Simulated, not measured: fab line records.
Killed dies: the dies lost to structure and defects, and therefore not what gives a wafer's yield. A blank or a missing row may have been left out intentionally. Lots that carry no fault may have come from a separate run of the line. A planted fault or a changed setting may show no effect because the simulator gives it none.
Matching of chambers | flow gf180mcu | GF_V2_CMP_04 on cmp-02 has 4 sister chambers
The step polishes SiO2. 8 wafers are shown with their chamber, then 7 later ones without.

WAFERS WITH THEIR CHAMBER
wafer  | chamber | motorCurrentA (A) | timeToEndpointS (s)
L109.1 | 0       | 14.5              | 88
L109.2 | 3       | 9.4               | 80
L110.1 | 1       | 13.4              | 79
L111.1 | 0       | 14.2              | 78
L111.2 | 2       | 11.3              | 79
L111.3 | 1       | 13.9              | 80
L112.3 | 3       | 9.0               | 78
L112.5 | 2       | 11.2              | 99

WAFERS WHOSE CHAMBER IS MISSING
wafer  | motorCurrentA (A) | timeToEndpointS (s)
L112.6 | 13.9              | 86
L116.2 | 13.4              | 81
L116.5 | 9.7               | 88
L116.6 | 14.5              | 88
L117.1 | 14.1              | 81
L117.3 | 14.8              | 80
L117.5 | 13.3              | 87

WHICH CHAMBER EACH WENT THROUGH
wafer  | from the rows above     | in truth
L112.6 | can't be placed: 1 or 0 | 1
L116.2 | 1                       | 1
L116.5 | 3                       | 3
L116.6 | 0                       | 0
L117.1 | can't be placed: 0 or 1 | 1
L117.3 | 0                       | 0
L117.5 | 1                       | 1
Correctly placed: 5 of 7. These rows do not allow placing 2 (true chamber among the candidates in 2). Wrongly placed: 0.
How it was worked out, from the rows above alone: a wafer's distance from a chamber is the root of the sum, over the readings, of the square of ((its reading less the chamber's mean) divided by the reading's scatter). The wafer belongs to the nearest chamber; if the next one is less than 2 further off, it can't be placed. For every chamber, the mean is computed from those of its wafers that are shown. The scatter: take each reading less its chamber's mean, square it, sum over the shown wafers, divide by the number of wafers less the number of chambers, and take the root.
